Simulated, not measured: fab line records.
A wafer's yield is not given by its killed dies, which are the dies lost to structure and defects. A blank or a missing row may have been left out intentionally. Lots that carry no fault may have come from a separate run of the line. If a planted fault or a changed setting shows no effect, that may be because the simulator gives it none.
Which tool was responsible? || flow gf180mcu || 36 wafers from 12 lots sampled at 2 of the route's 602 steps

WHAT EACH GAUGE READ, for each wafer
GF_V4_OVL_MEAS_15.
{"lot": "L851", "measured": "day 24 17:58", "on": "overlay-01", "V4_OVL (nm)": "5 6 9"}
{"lot": "L852", "measured": "day 24 22:10", "on": "overlay-02", "V4_OVL (nm)": "-11 -2 -10"}
{"lot": "L854", "measured": "day 25 13:11", "on": "overlay-01", "V4_OVL (nm)": "6 9 9"}
{"lot": "L855", "measured": "day 25 18:40", "on": "overlay-01", "V4_OVL (nm)": "3 5 5"}
{"lot": "L857", "measured": "day 26 13:14", "on": "overlay-01", "V4_OVL (nm)": "-4 -3 -8"}
{"lot": "L859", "measured": "day 27 03:29", "on": "overlay-02", "V4_OVL (nm)": "-5 -1 -10"}
{"lot": "L860", "measured": "day 27 06:08", "on": "overlay-02", "V4_OVL (nm)": "-5 -1 -5"}
{"lot": "L861", "measured": "day 27 21:34", "on": "overlay-02", "V4_OVL (nm)": "0 4 4"}
{"lot": "L862", "measured": "day 28 05:34", "on": "overlay-01", "V4_OVL (nm)": "-2 -3 9"}
{"lot": "L872", "measured": "day 31 03:02", "on": "overlay-02", "V4_OVL (nm)": "0 7 7"}
{"lot": "L873", "measured": "day 31 05:20", "on": "overlay-01", "V4_OVL (nm)": "-1 -9 -2"}
{"lot": "L874", "measured": "day 31 13:04", "on": "overlay-02", "V4_OVL (nm)": "-1 5 -2"}

WHAT TOOL EACH LOT RAN ON (gives the tool, then ch and the chambers of the sampled wafers, and finally the start)
{"lot": "L851", "GF_M4_METAL_ETCH_16": "rie-metal-01 ch 0,1, day 23 18:17"}
{"lot": "L852", "GF_M4_METAL_ETCH_16": "rie-metal-01 ch 0, day 23 22:47"}
{"lot": "L854", "GF_M4_METAL_ETCH_16": "rie-metal-03 ch 0,1, day 24 14:19"}
{"lot": "L855", "GF_M4_METAL_ETCH_16": "rie-metal-04 ch 0,1, day 24 20:40"}
{"lot": "L857", "GF_M4_METAL_ETCH_16": "rie-metal-04 ch 0,1, day 25 15:15"}
{"lot": "L859", "GF_M4_METAL_ETCH_16": "rie-metal-01 ch 0,1, day 26 05:53"}
{"lot": "L860", "GF_M4_METAL_ETCH_16": "rie-metal-04 ch 0, day 26 07:49"}
{"lot": "L861", "GF_M4_METAL_ETCH_16": "rie-metal-03 ch 0,1, day 26 23:46"}
{"lot": "L862", "GF_M4_METAL_ETCH_16": "rie-metal-03 ch 0,1, day 27 08:22"}
{"lot": "L872", "GF_M4_METAL_ETCH_16": "rie-metal-03 ch 0,1, day 30 07:23"}
{"lot": "L873", "GF_M4_METAL_ETCH_16": "rie-metal-01 ch 0,1, day 30 10:13"}
{"lot": "L874", "GF_M4_METAL_ETCH_16": "rie-metal-03 ch 0,1, day 30 18:13"}
- GF_M4_METAL_ETCH_16: etches the open film in Cl2/BCl3, stops on SiO2, target depth 627.5 nm, time 104.6 s.

AS READ BY THE TOOLS THEMSELVES (means over the sampled wafers that have a number; for cases with no such wafer, the mark the record gives instead)
GF_M4_METAL_ETCH_16.
{"lot": "L851", "tool": "rie-metal-01", "drypump-motor-current-A (A)": 6.2, "oes-product-au (a.u.)": 0.973, "throttle-valve-pct (%)": 28.249}
{"lot": "L852", "tool": "rie-metal-01", "drypump-motor-current-A (A)": 5.5, "oes-product-au (a.u.)": 0.964, "throttle-valve-pct (%)": 28.264}
{"lot": "L854", "tool": "rie-metal-03", "drypump-motor-current-A (A)": 5.9, "oes-product-au (a.u.)": 0.972, "throttle-valve-pct (%)": 28.246}
{"lot": "L855", "tool": "rie-metal-04", "drypump-motor-current-A (A)": 6.0, "oes-product-au (a.u.)": 0.972, "throttle-valve-pct (%)": 28.248}
{"lot": "L857", "tool": "rie-metal-04", "drypump-motor-current-A (A)": 6.0, "oes-product-au (a.u.)": 0.976, "throttle-valve-pct (%)": 28.245}
{"lot": "L859", "tool": "rie-metal-01", "drypump-motor-current-A (A)": 5.9, "oes-product-au (a.u.)": 0.973, "throttle-valve-pct (%)": 28.256}
{"lot": "L860", "tool": "rie-metal-04", "drypump-motor-current-A (A)": 5.6, "oes-product-au (a.u.)": 0.977, "throttle-valve-pct (%)": 28.238}
{"lot": "L861", "tool": "rie-metal-03", "drypump-motor-current-A (A)": 5.7, "oes-product-au (a.u.)": 0.968, "throttle-valve-pct (%)": 28.252}
{"lot": "L862", "tool": "rie-metal-03", "drypump-motor-current-A (A)": 5.8, "oes-product-au (a.u.)": 0.972, "throttle-valve-pct (%)": 28.255}
{"lot": "L872", "tool": "rie-metal-03", "drypump-motor-current-A (A)": 5.8, "oes-product-au (a.u.)": 0.971, "throttle-valve-pct (%)": 28.254}
{"lot": "L873", "tool": "rie-metal-01", "drypump-motor-current-A (A)": 6.2, "oes-product-au (a.u.)": 0.972, "throttle-valve-pct (%)": 28.253}
{"lot": "L874", "tool": "rie-metal-03", "drypump-motor-current-A (A)": 5.7, "oes-product-au (a.u.)": 0.981, "throttle-valve-pct (%)": 28.245}

THE ANSWER, worked out from the rows above alone
Rule: the lots themselves supply what counts as usual. Put in order of their means at a reading, lots are off if they are a third of the lots or fewer, leave a main group of 4 or more, and stand apart from it by a gap of 3 or more times the standard deviation of the main group's means; of several such gaps the widest counts. A main group is skipped when, at the precision printed for the reading in the tables above, its means are all equal. Also off: a lot with no number at a reading for which 4 or more lots have one. The other lots that the step has rows for count as sound. First the gauges in route order, then the tools' own readings, where a lot's mean is used as printed above. At the first step where some lot is off, the reading lying furthest off is the one used; lots without a number count as furthest.
No lot is off on any of the readings shown, so nothing can be concluded from this.

WHAT THE SIMULATOR HAD PUT IN
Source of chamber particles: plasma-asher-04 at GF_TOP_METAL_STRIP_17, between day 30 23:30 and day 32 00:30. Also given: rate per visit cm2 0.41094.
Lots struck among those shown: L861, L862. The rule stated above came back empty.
